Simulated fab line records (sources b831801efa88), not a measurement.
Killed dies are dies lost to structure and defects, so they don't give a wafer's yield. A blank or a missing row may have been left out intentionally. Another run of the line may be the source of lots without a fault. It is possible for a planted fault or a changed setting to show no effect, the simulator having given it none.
Problem report in the 8D (eight disciplines) form, filled by code :: flow sky130 :: the parts of the form that need people (team, actions taken, sign-off) are left out

== 1. THE PROBLEM ==
Mean CAPM_TIN_RS at SKY_CAPM_RS_MEAS_03: 6.06 ohm/sq over 2 wafers in 2 lots; fault-free wafers: 6.88 ohm/sq, standard deviation 0.098. That puts it -8.3 standard deviations away from the usual mean.
The step: measures by four-point-probe.
Seen first at day 40 00:37 on film_metro-01, wafer L531.1. The record has a number at this step for 32 wafers belonging to 11 lots. Rule for "out", or "out of limits": more than 4 standard deviations from the usual mean. Any other wafer with a number is counted as sound.

== 2. WHAT IT IS; WHAT IT IS NOT ==
question: which readings at this step
is: CAPM_TIN_RS
is not: -

question: which lots
is: L531, L535
is not: L524, L536, L537, L538, L543, L544, L545, L546, L547

question: which wafers of those lots
is: L531.1, L535.3
is not: L531.2, L531.5, L535.6

question: read on which gauges
is: film_metro-01, film_metro-03
is not: film_metro-04

question: when
is: from day 40 00:37
is not: up to then (5 sound wafers); but 25 sound wafers of L535, L536, L537, L538, L543, L544, L545, L546, L547 came after

== 3. SUSPECTS, AND WHAT RULES EACH OUT ==
Counting: any tool at a process step up to the reading remains a suspect provided it ran every lot that is out. Sound lots after the first of them don't rule it out here, since some wafers of a struck lot are sound.
- the gauge at SKY_CAPM_RS_MEAS_03: ruled out. Those wafers that are out were read across 2 gauges (film_metro-01, film_metro-03).
- rie_metal-01 at SKY_METAL2_DESCUM_17 (chemistry O2, time 8 s): kept. It ran every lot that is out, first L531 (day 38 19:58); its last sound lot up to then is L524 (day 36 16:16).
- pvd_sputter-02 at SKY_CAPM_SPUTTER_02 (material TiN, target thk 200 nm, time 166.7 s): kept. It ran every lot that is out, first L531 (day 40 00:31); its last sound lot up to then is L524 (day 37 20:55).
What counting leaves: rie_metal-01 at SKY_METAL2_DESCUM_17 and pvd_sputter-02 at SKY_CAPM_SPUTTER_02.

== 4. THE CAUSE (what the simulator had put in) ==
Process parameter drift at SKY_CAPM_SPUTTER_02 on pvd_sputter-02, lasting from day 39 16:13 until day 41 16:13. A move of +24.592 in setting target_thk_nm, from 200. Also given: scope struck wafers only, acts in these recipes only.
2 suspects survive the count, and this tool is in that group.

== 5. THE CHAIN OF EFFECTS, in route order ==
One row per reading whose mean, taken over the struck wafers that have a number, lies over 3 standard deviations from the usual. Only readings whose record carries a usual standard deviation are examined. hours: median over the lots of the time between each lot's start at the first step of this table that gives one and its start at this step. sigmas: the change, counted in usual standard deviations.
hours: 0
step: SKY_CAPM_RS_MEAS_03
reading: CAPM_TIN_RS
usual: 6.88 ohm/sq
on struck wafers: 6.06
change: -0.82
sigmas: -8.3

hours: 0
step: SKY_CAPM_THK_MEAS_04
reading: CAPM_TIN_THK
usual: 201 nm
on struck wafers: 227
change: +26
sigmas: +8.4

hours: 25
step: SKY_CAPM_METAL_ETCH_13
reading: oes_product_au
usual: 0.943 a.u.
on struck wafers: 0.995
change: +0.052
sigmas: +5.5

hours: 25
step: SKY_CAPM_METAL_ETCH_13
reading: throttle_valve_pct
usual: 21.899 %
on struck wafers: 21.858
change: -0.041
sigmas: -4.1

hours: 212
step: SKY_PAD_OPEN_PROBE_99
reading: defect_limited_yield
usual: 82.6 %
on struck wafers: 53.2
change: -29.4
sigmas: -17

hours: 212
step: SKY_PAD_OPEN_PROBE_99
reading: killed_at_other
usual: 0.3
on struck wafers: 142.5
change: +142.2
sigmas: +99 or more

hours: 212
step: SKY_PAD_OPEN_PROBE_99
reading: killed_dies
usual: 86
on struck wafers: 230
change: +144
sigmas: +18

hours: 212
step: SKY_PAD_OPEN_PROBE_99
reading: killed_on_rim
usual: 16
on struck wafers: 74
change: +58
sigmas: +16
It contains these process steps:
- SKY_CAPM_METAL_ETCH_13: etches TiN in Cl2/BCl3, stops on SiO2, target depth 220 nm, time 62.9 s.
- SKY_PAD_OPEN_PROBE_99

== 6. WHAT WOULD HAVE CAUGHT IT SOONER ==
The first out-of-limits reading at a measuring or inspecting step in this record came at day 40 00:37, 8 hours after the fault's start at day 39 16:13.
An alarm limit of 4 standard deviations would not have fired on the tool readings at SKY_CAPM_SPUTTER_02 for which the record gives a usual standard deviation, since none of them was out on any struck wafer.
L535, from the lots that are out (2), started SKY_CAPM_SPUTTER_02 on pvd_sputter-02 later than day 40 00:37. A tool hold placed at that time would have kept it from harm.
